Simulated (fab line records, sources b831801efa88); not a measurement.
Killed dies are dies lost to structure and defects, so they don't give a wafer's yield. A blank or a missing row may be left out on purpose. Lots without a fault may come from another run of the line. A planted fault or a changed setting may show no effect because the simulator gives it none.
Which tool did it? | flow gf180mcu | 12 lots, 36 wafers sampled, at 5 steps of a route of 602

WHAT THE GAUGES READ, wafer by wafer
GF_TOP_METAL_RS_MEAS_05: measures by four-point-probe.
lot  | measured     | on            | TOP_METAL_ALCU_RS (ohm/sq)
L696 | day 28 12:03 | film_metro-03 | 0.0327 0.0322 0.0321
L697 | day 28 17:41 | film_metro-02 | 0.0323 0.0321 0.0325
L698 | day 28 23:44 | film_metro-02 | 0.0330 0.0330 0.0325
L699 | day 29 10:38 | film_metro-02 | 0.0331 0.0334 0.0334
L700 | day 29 14:58 | film_metro-03 | 0.0331 0.0330 0.0329
L702 | day 30 03:46 | film_metro-01 | 0.0323 0.0324 0.0326
L705 | day 30 21:19 | film_metro-03 | 0.0330 0.0330 0.0325
L706 | day 31 10:13 | film_metro-03 | 0.0328 0.0331 0.0325
L711 | day 32 14:58 | film_metro-03 | 0.0328 0.0327 0.0329
L712 | day 32 21:27 | film_metro-03 | 0.0329 0.0330 0.0327
L714 | day 33 04:00 | film_metro-02 | 0.0323 0.0327 0.0326
L716 | day 33 22:07 | film_metro-01 | 0.0328 0.0324 0.0328

GF_TOP_METAL_THK_MEAS_06: measures by xrf.
lot  | measured     | on            | TOP_METAL_ALCU_THK (nm)
L696 | day 28 12:10 | film_metro-03 | 895 901 909
L697 | day 28 17:48 | film_metro-02 | 892 904 889
L698 | day 28 23:52 | film_metro-02 | 878 874 890
L699 | day 29 10:45 | film_metro-02 | 877 873 872
L700 | day 29 15:05 | film_metro-03 | 883 886 890
L702 | day 30 03:52 | film_metro-01 | 901 899 888
L705 | day 30 21:26 | film_metro-03 | 883 883 894
L706 | day 31 10:19 | film_metro-03 | 888 884 899
L711 | day 32 15:04 | film_metro-03 | 889 894 888
L712 | day 32 21:34 | film_metro-03 | 891 884 895
L714 | day 33 04:07 | film_metro-02 | 898 891 893
L716 | day 33 22:14 | film_metro-01 | 875 890 883

GF_PASSIVATION_THK_MEAS_01.
lot  | measured     | on            | PASSIVATION_CVD_00_THK (nm)
L696 | day 29 08:13 | film_metro-04 | 998 988 1000
L697 | day 29 14:02 | film_metro-04 | 1002 1024 1018
L698 | day 29 20:04 | film_metro-04 | 988 997 1015
L699 | day 30 06:27 | film_metro-02 | 1006 1004 1021
L700 | day 30 10:59 | film_metro-01 | 994 1012 1021
L702 | day 30 23:05 | film_metro-02 | 989 1002 995
L705 | day 31 16:01 | film_metro-02 | 1003 997 1011
L706 | day 32 03:55 | film_metro-04 | 994 1009 1006
L711 | day 33 08:16 | film_metro-04 | 771 1009 771
L712 | day 33 14:07 | film_metro-02 | 1023 1008 1023
L714 | day 33 20:22 | film_metro-01 | 986 987 1000
L716 | day 34 14:28 | film_metro-01 | 987 999 1036

WHICH TOOL RAN EACH LOT (tool, then ch and the chambers of the sampled wafers, then the start)
lot  | GF_TOP_METAL_SPUTTER_03      | GF_PASSIVATION_CVD_00
L696 | pvd_sputter-02, day 28 12:00 | pecvd-02 ch 0,1,2, day 29 08:08
L697 | pvd_sputter-02, day 28 17:38 | pecvd-03 ch 0,1,2, day 29 13:58
L698 | pvd_sputter-02, day 28 23:41 | pecvd-03 ch 0,2, day 29 19:59
L699 | pvd_sputter-02, day 29 10:34 | pecvd-03 ch 0,1,2, day 30 06:22
L700 | pvd_sputter-02, day 29 14:55 | pecvd-01 ch 1,2, day 30 10:55
L702 | pvd_sputter-04, day 30 03:42 | pecvd-03 ch 0,2, day 30 23:00
L705 | pvd_sputter-03, day 30 21:16 | pecvd-02 ch 0,2, day 31 15:56
L706 | pvd_sputter-04, day 31 10:07 | pecvd-03 ch 0,1,2, day 32 03:50
L711 | pvd_sputter-02, day 32 14:52 | pecvd-03 ch 0,2, day 33 08:10
L712 | pvd_sputter-04, day 32 21:24 | pecvd-02 ch 0,1,2, day 33 14:02
L714 | pvd_sputter-04, day 33 03:57 | pecvd-01 ch 1,2, day 33 20:17
L716 | pvd_sputter-04, day 33 22:03 | pecvd-02 ch 0,1,2, day 34 14:23
- GF_TOP_METAL_SPUTTER_03: material Ti, target thk 5 nm, time 3.3 s.
- GF_PASSIVATION_CVD_00: deposits SiO2 from TEOS, target thk 1000 nm, time 111.95 s.

WHAT THE TOOLS THEMSELVES READ (means of the sampled wafers that have a number; where no wafer has one, the mark that the record gives instead)
GF_TOP_METAL_SPUTTER_03.
lot  | tool           | chamber_pressure_pa (Pa) | throttle_valve_pct (%)
L696 | pvd_sputter-02 | 0.2984                   | 29.5
L697 | pvd_sputter-02 | 0.3002                   | 29.5
L698 | pvd_sputter-02 | 0.2998                   | 29.3
L699 | pvd_sputter-02 | 0.3002                   | 29.5
L700 | pvd_sputter-02 | 0.2997                   | 28.9
L702 | pvd_sputter-04 | 0.3000                   | 30.0
L705 | pvd_sputter-03 | 0.2997                   | 30.2
L706 | pvd_sputter-04 | 0.2996                   | 29.7
L711 | pvd_sputter-02 | 0.3001                   | 29.4
L712 | pvd_sputter-04 | 0.3000                   | 29.9
L714 | pvd_sputter-04 | 0.2998                   | 29.7
L716 | pvd_sputter-04 | 0.2993                   | 29.1

GF_PASSIVATION_CVD_00.
lot  | tool     | heater_power_w (W) | run_length_s (s)
L696 | pecvd-02 | 689                | 139.4
L697 | pecvd-03 | 547                | 139.8
L698 | pecvd-03 | 494                | 139.4
L699 | pecvd-03 | 582                | 139.6
L700 | pecvd-01 | 761                | 140.1
L702 | pecvd-03 | 488                | 139.4
L705 | pecvd-02 | 760                | 139.1
L706 | pecvd-03 | 536                | 139.4
L711 | pecvd-03 | 604                | 122.0
L712 | pecvd-02 | 699                | 139.8
L714 | pecvd-01 | 688                | 140.4
L716 | pecvd-02 | 656                | 139.6

THE ANSWER, worked out from the rows above alone
Rule: what is usual is taken from the lots themselves. Put in order of their means at a reading, lots are off if they are a third of the lots or fewer, leave a main group of 4 or more, and stand apart from it by a gap of 3 or more times the standard deviation of the main group's means; of several such gaps the widest counts. A main group whose means are all the same, to the digits that the tables above print for the reading, isn't used. A lot without any number at a reading at which 4 lots or more have one is off too. The other lots that the step has rows for count as sound. The gauges are gone through in route order, then the tools' own readings, and for those a lot's mean is taken as printed above. The first step at which some lot is off is used, and at that step the reading that is off furthest; a lot without a number counts as furthest.
Off: L711, at GF_PASSIVATION_THK_MEAS_01 (PASSIVATION_CVD_00_THK). The main group: mean 1004 nm, standard deviation 8.1.
A tool fits if, at a process step before that reading, it ran every lot that is off, and no sound lot after the first of them. The gauges at GF_PASSIVATION_THK_MEAS_01 aren't tried: what is off there is off at GF_PASSIVATION_CVD_00 too, on other tools, and a gauge's error can't cause that. Can't be told from this: 2 tools fit, pvd_sputter-02 at GF_TOP_METAL_SPUTTER_03, pecvd-03 at GF_PASSIVATION_CVD_00.

WHAT THE SIMULATOR HAD PUT IN
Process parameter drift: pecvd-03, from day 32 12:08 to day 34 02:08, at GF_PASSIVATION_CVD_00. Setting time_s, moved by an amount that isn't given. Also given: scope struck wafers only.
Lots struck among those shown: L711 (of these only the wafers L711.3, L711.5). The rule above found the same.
